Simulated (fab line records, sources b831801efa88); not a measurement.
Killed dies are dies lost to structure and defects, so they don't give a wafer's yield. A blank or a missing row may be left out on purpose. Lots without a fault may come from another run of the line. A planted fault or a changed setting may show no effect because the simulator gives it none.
One fault seen from 2 desks | flow gf180mcu | each desk has only its own numbers; what lay behind them comes last

THE TOOL OWNER'S DESK: implanter-03
The tool's own readings at GF_HV_LDD_IMPLANT_35: means of the sampled wafers that have a number, for each lot that ran on this tool. A lot is out of limits, marked OUT, if its mean lies more than 4 standard deviations from the usual mean; the brackets give that distance.
Columns: A = dose_ions_cm2 at GF_HV_LDD_IMPLANT_35, usual 7.5e+12; B = tilt_deg at GF_HV_LDD_IMPLANT_35, usual 29.999 degrees
lot  | first seen here | A       | B
L810 | day 15 16:22    | 7.5e+12 | 30.010
L812 | day 16 09:34    | 7.5e+12 | 29.977
L821 | day 19 10:33    | 7.5e+12 | 29.986
This desk's finding: nothing out of limits on any of the 3 lots.

THE METROLOGY DESK
What the gauges read, lot by lot, whatever tool the lot ran on: means of the sampled wafers that have a number. A lot is out of limits, marked OUT, if its mean lies more than 4 standard deviations from the usual mean; the brackets give that distance. Of its 10 readings 7 are shown: those that lie furthest out on some lot.
Columns: A = HV_LDD_02_OVL at GF_HV_LDD_OVL_MEAS_32, usual -0.2 nm; B = HV_LDD_3_TW at GF_HV_LDD_TW_MEAS_38, usual 1427; C = cd_nm at GF_HV_LDD_CD_MEAS_46, usual 402.1 nm; D = HV_LDD_03_OVL at GF_HV_LDD_OVL_MEAS_47, usual -0.2 nm; E = HV_LDD_4_TW at GF_HV_LDD_TW_MEAS_50, usual 566; F = HV_LDD_RS at GF_HV_LDD_RS_MEAS_53, usual 417.8 ohm/sq; G = HV_LDD_CVD_56_THK at GF_HV_LDD_THK_MEAS_57, usual 89.9 nm
lot  | first seen here | A    | B    | C     | D    | E   | F     | G
L798 | day 10 21:01    | -2.6 | 1430 | 402.2 | 0.7  | 559 | 419.3 | 90.6
L803 | day 12 18:47    | 1.0  | 1411 | 404.3 | -0.7 | 559 | 418.2 | 88.6
L810 | day 14 18:07    | 0.8  | 1431 | 404.3 | -3.1 | 560 | 419.3 | 89.4
L812 | day 15 11:43    | 0.6  | 1408 | 398.6 | -0.6 | 568 | 419.2 | 90.3
L819 | day 17 12:52    | -2.5 | 1406 | 402.6 | -0.4 | 567 | 417.2 | 89.1
L821 | day 18 09:35    | -0.0 | 1435 | 402.7 | 0.4  | 557 | 418.1 | 89.8
This desk's finding: nothing out of limits on any of the 6 lots.

PUT TOGETHER
The tool owner's desk saw nothing out of limits.
The metrology desk saw nothing out of limits.

WHAT THE SIMULATOR HAD PUT IN
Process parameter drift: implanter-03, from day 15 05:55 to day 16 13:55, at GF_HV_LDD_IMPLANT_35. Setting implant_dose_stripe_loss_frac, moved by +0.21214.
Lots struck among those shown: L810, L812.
